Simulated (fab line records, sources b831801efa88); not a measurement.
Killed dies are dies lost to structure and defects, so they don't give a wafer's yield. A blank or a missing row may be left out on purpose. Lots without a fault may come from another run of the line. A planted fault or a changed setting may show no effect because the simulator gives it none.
Which tool did it? | flow gf180mcu | 24 lots, 72 wafers sampled, at 6 steps of a route of 602

WHAT THE GAUGES READ, wafer by wafer
GF_STI_BOW_MEAS_00. Usual: INCOMING_BOW 0 um, standard deviation 6.5.
lot  | measured    | on            | INCOMING_BOW (um) | flag
L074 | day 1 10:02 | film_metro-02 | 13 -7 -11         |
L075 | day 1 15:00 | film_metro-02 | 5 -4 -2           |
L076 | day 1 20:00 | film_metro-01 | -1 -2 12          |
L077 | day 2 01:00 | film_metro-01 | 3 3 6             |
L078 | day 2 06:01 | film_metro-02 | -8 0 -5           |
L079 | day 2 11:00 | film_metro-04 | 2 -1 -1           |
L080 | day 2 16:01 | film_metro-01 | 0 -2 2            |
L081 | day 2 21:01 | film_metro-01 | -10 -8 -1         |
L082 | day 3 02:00 | film_metro-02 | -1 9 7            |
L083 | day 3 07:01 | film_metro-02 | 6 12 3            |
L084 | day 3 12:04 | film_metro-04 | -9 16 -7          |
L085 | day 3 17:02 | film_metro-02 | -3 1 -1           |
L086 | day 3 22:00 | film_metro-04 | -3 -3 5           |
L087 | day 4 03:00 | film_metro-02 | -14 -3 2          |
L088 | day 4 08:04 | film_metro-04 | 0 -6 5            |
L089 | day 4 13:02 | film_metro-02 | -5 2 3            |
L090 | day 4 18:01 | film_metro-02 | -5 8 -9           |
L091 | day 4 23:02 | film_metro-04 | -6 -3 -2          |
L092 | day 5 04:02 | film_metro-02 | -7 -8 7           |
L093 | day 5 09:00 | film_metro-04 | 0 13 -18          |
L094 | day 5 14:00 | film_metro-04 | -3 -10 3          |
L095 | day 5 19:00 | film_metro-04 | -4 -4 -7          |
L096 | day 6 00:01 | film_metro-02 | -9 0 6            |
L097 | day 6 05:00 | film_metro-01 | 2 3 11            |

GF_POLY_GATE_THK_MEAS_17. Usual: POLY_GATE_OXIDATION_THK 4.01 nm, standard deviation 0.078.
lot  | measured     | on            | POLY_GATE_OXIDATION_THK (nm) | flag
L074 | day 9 11:02  | film_metro-03 | 3.92 3.79 3.89               |
L075 | day 9 15:19  | film_metro-02 | 4.06 4.05 4.01               |
L076 | day 10 00:01 | film_metro-02 | 4.02 4.01 4.01               |
L077 | day 10 03:46 | film_metro-02 | 4.02 3.92 4.00               |
L078 | day 10 11:46 | film_metro-02 | 4.11 4.01 4.01               |
L079 | day 10 18:49 | film_metro-04 | 3.97 4.03 3.90               |
L080 | day 11 00:48 | film_metro-04 | 4.03 4.09 4.12               |
L081 | day 11 10:47 | film_metro-02 | 3.85 3.91 3.93               |
L082 | day 11 20:19 | film_metro-03 | 4.00 3.93 3.93               |
L083 | day 12 01:56 | film_metro-02 | 4.03 4.02 4.07               |
L084 | day 12 04:35 | film_metro-04 | 4.11 4.07 4.07               |
L085 | day 12 13:38 | film_metro-04 | 3.98 3.97 3.95               |
L086 | day 12 23:13 | film_metro-03 | 4.12 4.05 4.05               |
L087 | day 13 00:34 | film_metro-04 | 4.14 4.17 4.09               |
L088 | day 13 14:32 | film_metro-04 | 4.02 4.10 4.01               |
L089 | day 13 20:33 | film_metro-02 | 4.03 4.07 4.12               |
L090 | day 14 08:36 | film_metro-02 | 4.13 4.08 4.07               |
L091 | day 14 08:37 | film_metro-03 | 4.05 4.10 4.15               |
L092 | day 14 15:51 | film_metro-03 | 3.88 3.81 3.83               |
L093 | day 14 21:23 | film_metro-02 | 4.05 4.03 4.00               |
L094 | day 15 07:04 | film_metro-03 | 4.09 4.11 4.13               |
L095 | day 15 13:19 | film_metro-04 | 4.09 4.01 4.03               |
L096 | day 15 21:02 | film_metro-04 | 4.03 3.87 3.97               |
L097 | day 16 02:38 | film_metro-03 | 3.91 4.11 4.00               |

GF_V4_OVL_MEAS_15. Usual: V4_OVL 1 nm, standard deviation 4.9.
lot  | measured     | on         | V4_OVL (nm) | flag
L074 | day 24 15:32 | overlay-01 | -4 -5 -4    |
L075 | day 24 18:01 | overlay-02 | 10 0 2      |
L076 | day 25 05:52 | overlay-02 | 1 6 -2      |
L077 | day 25 11:16 | overlay-01 | 0 -1 3      |
L078 | day 25 17:43 | overlay-01 | -1 3 1      |
L079 | day 26 03:49 | overlay-02 | 3 1 5       |
L080 | day 26 12:34 | overlay-01 | 0 1 3       |
L081 | day 26 21:44 | overlay-01 | 1 -8 3      |
L082 | day 27 10:40 | overlay-02 | 0 -7 -4     |
L083 | day 27 13:38 | overlay-01 | 5 2 -3      |
L084 | day 27 19:35 | overlay-02 | -5 -1 -4    |
L085 | day 28 05:43 | overlay-01 | 5 8 12      |
L086 | day 28 12:49 | overlay-02 | 2 -1 -8     |
L087 | day 28 15:01 | overlay-02 | 0 6 -6      |
L088 | day 29 04:29 | overlay-01 | -1 4 2      |
L089 | day 29 09:32 | overlay-01 | -1 -1 -2    |
L090 | day 29 17:38 | overlay-02 | 5 5 6       |
L091 | day 29 20:23 | overlay-02 | 4 -2 3      |
L092 | day 30 02:44 | overlay-01 | 11 2 2      |
L093 | day 30 07:04 | overlay-01 | -3 -5 -7    |
L094 | day 30 14:58 | overlay-01 | -4 -6 -8    |
L095 | day 30 20:58 | overlay-01 | 6 1 8       |
L096 | day 31 03:58 | overlay-02 | -2 0 5      |
L097 | day 31 08:19 | overlay-02 | 0 3 0       |

GF_PASSIVATION_BOW_MEAS_14. Usual: PASSIVATION_BOW 140 um, standard deviation 12.
lot  | measured     | on            | PASSIVATION_BOW (um) | flag
L074 | day 29 06:50 | film_metro-02 | 152 132 125          |
L075 | day 29 08:17 | film_metro-03 | 149 136 141          |
L076 | day 29 18:14 | film_metro-01 | 145 147 163          |
L077 | day 29 21:37 | film_metro-01 | 140 139 145          |
L078 | day 30 04:31 | film_metro-02 | 137 144 140          |
L079 | day 30 12:37 | film_metro-01 | 153 148 152          |
L080 | day 30 21:29 | film_metro-01 | 143 142 147          |
L081 | day 31 06:04 | film_metro-01 | 138 138 146          |
L082 | day 31 16:44 | film_metro-03 | 137 150 146          |
L083 | day 31 20:02 | film_metro-02 | 163 168 162          |
L084 | day 32 00:20 | film_metro-03 | 126 149 128          |
L085 | day 32 08:08 | film_metro-01 | 124 129 127          |
L086 | day 32 13:38 | film_metro-03 | 142 142 148          |
L087 | day 32 18:11 | film_metro-02 | 122 131 136          |
L088 | day 33 04:01 | film_metro-02 | 140 135 145          |
L089 | day 33 08:29 | film_metro-02 | 132 139 140          |
L090 | day 33 15:37 | film_metro-03 | 140 154 135          |
L091 | day 33 16:38 | film_metro-03 | 113 116 115          |
L092 | day 34 00:00 | film_metro-03 | 128 125 143          |
L093 | day 34 02:55 | film_metro-02 | 132 144 113          |
L094 | day 34 09:35 | film_metro-02 | 155 145 161          |
L095 | day 34 12:44 | film_metro-03 | 114 115 111          |
L096 | day 34 19:34 | film_metro-01 | 139 147 152          |
L097 | day 34 22:32 | film_metro-02 | 140 141 149          |

WHICH TOOL RAN EACH LOT (tool, then ch and the chambers of the sampled wafers, then the start)
lot  | GF_V2_ETCH_17                                 | GF_V3_CVD_23
L074 | rie_diel-01 ch 0,1, day 22 15:59 or earlier   | cvd_w-02 ch 0,1, day 22 15:59
L075 | rie_diel-02 ch 1,3, day 22 19:09 or earlier   | cvd_w-02 ch 0,1, day 22 19:09
L076 | rie_diel-02 ch 0,2,3, day 23 07:10 or earlier | cvd_w-01 ch 0,1, day 23 07:10
L077 | rie_diel-02 ch 0,3, day 23 12:50 or earlier   | cvd_w-01 ch 0,1, day 23 12:50
L078 | rie_diel-03 ch 0,3, day 23 19:30 or earlier   | cvd_w-02 ch 0,1, day 23 19:30
L079 | rie_diel-03 ch 1,2,3, day 24 06:17 or earlier | cvd_w-02 ch 0,1, day 24 06:17
L080 | rie_diel-01 ch 1,2,3, day 24 15:44 or earlier | cvd_w-02 ch 0, day 24 15:44
L081 | rie_diel-03 ch 2,3, day 25 02:22 or earlier   | cvd_w-02 ch 0,1, day 25 02:22
L082 | rie_diel-01 ch 0,2,3, day 25 15:37 or earlier | cvd_w-02 ch 0,1, day 25 15:37
L083 | rie_diel-03 ch 0,3, day 25 17:24 or earlier   | cvd_w-02 ch 0,1, day 25 17:24
L084 | rie_diel-01 ch 0,2,3, day 26 00:21 or earlier | cvd_w-02 ch 0,1, day 26 00:21
L085 | rie_diel-02 ch 0,1,3, day 26 10:08 or earlier | cvd_w-01 ch 0,1, day 26 10:08
L086 | rie_diel-03 ch 0,1,3, day 26 18:32 or earlier | cvd_w-01 ch 0,1, day 26 18:32
L087 | rie_diel-01 ch 0,2,3, day 26 20:54 or earlier | cvd_w-01 ch 0,1, day 26 20:54
L088 | rie_diel-03 ch 0,1, day 27 10:11 or earlier   | cvd_w-01 ch 0,1, day 27 10:11
L089 | rie_diel-03 ch 2,3, day 27 16:04 or earlier   | cvd_w-02 ch 0,1, day 27 16:04
L090 | rie_diel-01 ch 1,2,3, day 28 00:35 or earlier | cvd_w-02 ch 0, day 28 00:35
L091 | rie_diel-01 ch 0,2,3, day 28 02:58 or earlier | cvd_w-01 ch 0,1, day 28 02:58
L092 | rie_diel-02 ch 0,1,3, day 28 10:02 or earlier | cvd_w-01 ch 0,1, day 28 10:02
L093 | rie_diel-01 ch 2,3, day 28 14:38 or earlier   | cvd_w-02 ch 0,1, day 28 14:38
L094 | rie_diel-01 ch 2,3, day 28 22:47 or earlier   | cvd_w-01 ch 0,1, day 28 22:47
L095 | rie_diel-03 ch 0,1,2, day 29 05:19 or earlier | cvd_w-01 ch 0,1, day 29 05:19
L096 | rie_diel-01 ch 0,1, day 29 13:31 or earlier   | cvd_w-01 ch 0,1, day 29 13:31
L097 | rie_diel-02 ch 0,1,3, day 29 17:13 or earlier | cvd_w-02 ch 0,1, day 29 17:13
- GF_V2_ETCH_17: etches SiO2 in C4F8/O2/Ar, stops on TiN, target depth 630 nm.
- GF_V3_CVD_23: deposits W, target thk 350 nm, time 104.9 s.

WHAT THE TOOLS THEMSELVES READ (means of the sampled wafers that have a number; where no wafer has one, the mark that the record gives instead)
GF_V2_ETCH_17. Usual: oes_product_au 0.855 a.u., standard deviation 0.0048.
lot  | tool        | oes_product_au (a.u.) | flag
L074 | rie_diel-01 | 0.860                 |
L075 | rie_diel-02 | 0.851                 |
L076 | rie_diel-02 | 0.859                 |
L077 | rie_diel-02 | 0.854                 |
L078 | rie_diel-03 | 0.857                 |
L079 | rie_diel-03 | 0.856                 |
L080 | rie_diel-01 | 0.852                 |
L081 | rie_diel-03 | 0.858                 |
L082 | rie_diel-01 | 0.859                 |
L083 | rie_diel-03 | 0.856                 |
L084 | rie_diel-01 | 0.857                 |
L085 | rie_diel-02 | 0.855                 |
L086 | rie_diel-03 | 0.860                 |
L087 | rie_diel-01 | 0.858                 |
L088 | rie_diel-03 | 0.854                 |
L089 | rie_diel-03 | 0.853                 |
L090 | rie_diel-01 | 0.854                 |
L091 | rie_diel-01 | 0.849                 |
L092 | rie_diel-02 | 0.853                 |
L093 | rie_diel-01 | 0.858                 |
L094 | rie_diel-01 | 0.855                 |
L095 | rie_diel-03 | 0.855                 |
L096 | rie_diel-01 | 0.855                 |
L097 | rie_diel-02 | 0.857                 |

GF_V3_CVD_23. Usual: heater_power_w 871 W, standard deviation 140.
lot  | tool     | heater_power_w (W) | flag
L074 | cvd_w-02 | 953                |
L075 | cvd_w-02 | 831                |
L076 | cvd_w-01 | 820                |
L077 | cvd_w-01 | 887                |
L078 | cvd_w-02 | 823                |
L079 | cvd_w-02 | 944                |
L080 | cvd_w-02 | 718                |
L081 | cvd_w-02 | 841                |
L082 | cvd_w-02 | 936                |
L083 | cvd_w-02 | 941                |
L084 | cvd_w-02 | 970                |
L085 | cvd_w-01 | 906                |
L086 | cvd_w-01 | 888                |
L087 | cvd_w-01 | 886                |
L088 | cvd_w-01 | 838                |
L089 | cvd_w-02 | 846                |
L090 | cvd_w-02 | 724                |
L091 | cvd_w-01 | 835                |
L092 | cvd_w-01 | 899                |
L093 | cvd_w-02 | 834                |
L094 | cvd_w-01 | 903                |
L095 | cvd_w-01 | 832                |
L096 | cvd_w-01 | 899                |
L097 | cvd_w-02 | 829                |

THE ANSWER, worked out from the rows above alone
Rule: a lot is off if the mean of its wafers that have a number lies more than 3 standard deviations from the usual mean. A lot without any number at a reading at which 4 lots or more have one is off too. The other lots that the step has rows for count as sound. The gauges are gone through in route order, then the tools' own readings, and for those a lot's mean is taken as printed above. The first step at which some lot is off is used, and at that step the reading that is off furthest; a lot without a number counts as furthest.
No lot is off at any reading shown: from this, nothing can be told.

WHAT THE SIMULATOR HAD PUT IN
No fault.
